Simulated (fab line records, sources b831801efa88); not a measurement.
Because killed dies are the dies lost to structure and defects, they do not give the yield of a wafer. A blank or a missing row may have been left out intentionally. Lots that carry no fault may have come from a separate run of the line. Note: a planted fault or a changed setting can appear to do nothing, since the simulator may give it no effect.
Which tool was responsible? | flow sky130 | 15 lots, 45 wafers sampled, at 4 steps of a route of 708

WHAT THE GAUGES SHOWED, per wafer
SKY_VIA2_BOW_MEAS_03. Usual: VIA2_BOW 87 um, standard deviation 6.9.
lot  | measured     | on            | VIA2_BOW (um) | flag
L991 | day 35 18:40 | film metro-03 | 93 84 80      |
L992 | day 35 20:47 | film metro-04 | 84 86 94      |
L993 | day 35 21:44 | film metro-04 | 92 91 82      |
L996 | day 36 19:02 | film metro-02 | 80 93 81      |
L997 | day 37 01:30 | film metro-02 | 78 69 68      |
L998 | day 37 10:48 | film metro-04 | 84 88 93      |
L999 | day 37 19:46 | film metro-02 | 82 82 83      |
L100 | day 38 01:54 | film metro-02 | 96 90 95      |
L105 | day 39 11:19 | film metro-04 | 79 83 87      |
L106 | day 39 17:33 | film metro-02 | 85 88 87      |
L107 | day 40 04:04 | film metro-02 | 99 84 96      |
L110 | day 41 06:02 | film metro-04 | 94 88 89      |
L112 | day 42 04:21 | film metro-03 | 91 95 91      |
L113 | day 42 04:28 | film metro-04 | 69 83 89      |
L114 | day 42 20:02 | film metro-02 | 95 85 89      |

EACH LOT AND THE TOOL THAT RAN IT (in order: tool; ch and the chambers of the sampled wafers; start)
lot  | SKY_VT_ADJUST_HVTP_EXPOSE_04        | SKY_METAL1_DESCUM_17              | SKY_VIA1_ETCH_15
L991 | iline stepper-02 ch 0, day 5 23:10  | rie metal-04 ch 0, day 33 11:37   | rie diel-02 ch 1,2,3, day 34 14:44
L992 | iline stepper-02 ch 0, day 6 00:55  | rie metal-02 ch 0,1, day 33 13:15 | rie diel-02 ch 2,3, day 34 16:59
L993 | iline stepper-02 ch 0, day 6 05:51  | rie metal-03 ch 1, day 33 13:36   | rie diel-04 ch 2,3, day 34 17:20
L996 | iline stepper-01 ch 0, day 6 22:14  | rie metal-04 ch 0,1, day 34 11:44 | rie diel-03 ch 0,3, day 35 13:47
L997 | iline stepper-02 ch 0, day 7 05:04  | rie metal-03 ch 0,1, day 34 17:29 | rie diel-04 ch 1,2,3, day 35 20:11
L998 | iline stepper-02, day 7 12:05       | rie metal-04 ch 0,1, day 35 02:53 | rie diel-04 ch 1,2,3, day 36 05:53
L999 | iline stepper-02, day 7 19:22       | rie metal-02 ch 0,1, day 35 11:30 | rie diel-04 ch 0,1,2, day 36 15:32
L100 | iline stepper-02, day 8 01:11       | rie metal-02 ch 0,1, day 35 17:44 | rie diel-02 ch 0,3, day 36 21:11
L105 | iline stepper-02 ch 0, day 9 06:13  | rie metal-04 ch 0,1, day 37 05:15 | rie diel-02 ch 0,1,2, day 38 07:44
L106 | iline stepper-02 ch 0, day 9 14:08  | rie metal-03 ch 0,1, day 37 10:54 | rie diel-02 ch 0,2,3, day 38 14:08
L107 | iline stepper-02 ch 0, day 9 19:15  | rie metal-02 ch 0,1, day 37 20:57 | rie diel-02 ch 0,1,2, day 38 23:38
L110 | iline stepper-01 ch 0, day 10 19:22 | rie metal-04 ch 0,1, day 39 00:58 | rie diel-03 ch 0,2,3, day 40 03:17
L112 | iline stepper-01 ch 0, day 11 03:53 | rie metal-02 ch 0,1, day 39 22:42 | rie diel-04 ch 0,1, day 40 23:53
L113 | iline stepper-01 ch 0, day 11 09:44 | rie metal-02 ch 0,1, day 40 00:29 | rie diel-03 ch 0,2, day 41 01:59
L114 | iline stepper-01 ch 0, day 12 16:14 | rie metal-03 ch 1, day 40 15:55   | rie diel-03 ch 1,2, day 41 17:05
- SKY_VT_ADJUST_HVTP_EXPOSE_04: exposes mask HVTPM, target cd 380 nm.
- SKY_METAL1_DESCUM_17: chemistry O2, time 8 s.
- SKY_VIA1_ETCH_15: etches SiO2 in C4F8/O2/Ar, stops on TiN, target depth 351 nm, time 54 s.

WHAT THE TOOLS THEMSELVES READ (means of the sampled wafers that have a number; where no wafer has one, the mark that the record gives instead)
SKY_VT_ADJUST_HVTP_EXPOSE_04. Usual: exposure dose mJ cm2 140.7, standard deviation 0.69; focus offset nm 0.1 nm, standard deviation 0.5.
lot  | tool             | exposure dose mJ cm2 | focus offset nm (nm) | flag
L991 | iline stepper-02 | 141.3                | -0.5                 |
L992 | iline stepper-02 | 141.3                | -0.6                 |
L993 | iline stepper-02 | 141.2                | 0.5                  |
L996 | iline stepper-01 | 139.8                | 0.0                  |
L997 | iline stepper-02 | 141.2                | 0.2                  |
L998 | iline stepper-02 | -                    | -                    | OFF
L999 | iline stepper-02 | -                    | -                    | OFF
L100 | iline stepper-02 | -                    | -                    | OFF
L105 | iline stepper-02 | 141.3                | 0.3                  |
L106 | iline stepper-02 | 141.3                | 0.1                  |
L107 | iline stepper-02 | 141.3                | 0.6                  |
L110 | iline stepper-01 | 140.0                | 0.4                  |
L112 | iline stepper-01 | 140.1                | -0.3                 |
L113 | iline stepper-01 | 139.9                | 0.5                  |
L114 | iline stepper-01 | 139.9                | 0.4                  |

SKY_METAL1_DESCUM_17. Usual: drypump motor current A 5.5 A, standard deviation 0.64; oes product au 1.003 a.u., standard deviation 0.013; rf fwd power W 147.3 W, standard deviation 0.67.
lot  | tool         | drypump motor current A (A) | oes product au (a.u.) | rf fwd power W (W) | flag
L991 | rie metal-04 | 6.6                         | 0.998                 | 147.8              |
L992 | rie metal-02 | 4.9                         | 0.995                 | 146.6              |
L993 | rie metal-03 | 5.3                         | 1.012                 | 148.3              |
L996 | rie metal-04 | 6.5                         | 1.007                 | 146.6              |
L997 | rie metal-03 | 5.4                         | 1.025                 | 147.6              |
L998 | rie metal-04 | 6.4                         | 0.991                 | 146.7              |
L999 | rie metal-02 | 4.9                         | 0.998                 | 147.1              |
L100 | rie metal-02 | 4.9                         | 0.997                 | 147.3              |
L105 | rie metal-04 | 6.3                         | 0.999                 | 146.9              |
L106 | rie metal-03 | 5.4                         | 1.018                 | 148.0              |
L107 | rie metal-02 | 4.9                         | 0.990                 | 147.4              |
L110 | rie metal-04 | 6.3                         | 0.998                 | 147.1              |
L112 | rie metal-02 | 4.9                         | 0.980                 | 146.7              |
L113 | rie metal-02 | 4.9                         | 0.986                 | 147.2              |
L114 | rie metal-03 | 5.3                         | 1.019                 | 148.3              |

SKY_VIA1_ETCH_15. Usual: oes product au 0.981 a.u., standard deviation 0.0064; rf fwd power W 1487 W, standard deviation 6.5.
lot  | tool        | oes product au (a.u.) | rf fwd power W (W) | flag
L991 | rie diel-02 | 0.976                 | 1488               |
L992 | rie diel-02 | 0.976                 | 1479               |
L993 | rie diel-04 | 0.986                 | 1494               |
L996 | rie diel-03 | 0.984                 | 1490               |
L997 | rie diel-04 | 0.986                 | 1489               |
L998 | rie diel-04 | 0.987                 | 1491               |
L999 | rie diel-04 | 0.983                 | 1489               |
L100 | rie diel-02 | 0.986                 | 1483               |
L105 | rie diel-02 | 0.975                 | 1486               |
L106 | rie diel-02 | 0.984                 | 1484               |
L107 | rie diel-02 | 0.978                 | 1490               |
L110 | rie diel-03 | 0.987                 | 1488               |
L112 | rie diel-04 | 0.983                 | 1490               |
L113 | rie diel-03 | 0.979                 | 1488               |
L114 | rie diel-03 | 0.983                 | 1485               |

THE ANSWER, worked out from the rows above alone
Rule: a lot counts as off when the mean over its wafers that have a number is more than 3 standard deviations away from the usual mean. A lot without any number at a reading at which 4 lots or more have one is off too. The other lots that the step has rows for count as sound. The gauges are gone through in route order, then the tools' own readings, and for those a lot's mean is taken as printed above. The first step at which some lot is off is used, and at that step the reading that is off furthest; a lot without a number counts as furthest.
Off: L998, L999, L100 (SKY_VT_ADJUST_HVTP_EXPOSE_04, exposure dose mJ cm2). Without a number there: L998, L999, L100.
A tool fits if, at that step or a process step before it, it ran every lot that is off, and no sound lot after the first of them. No candidate that was tried fits.

WHAT THE SIMULATOR PUT IN
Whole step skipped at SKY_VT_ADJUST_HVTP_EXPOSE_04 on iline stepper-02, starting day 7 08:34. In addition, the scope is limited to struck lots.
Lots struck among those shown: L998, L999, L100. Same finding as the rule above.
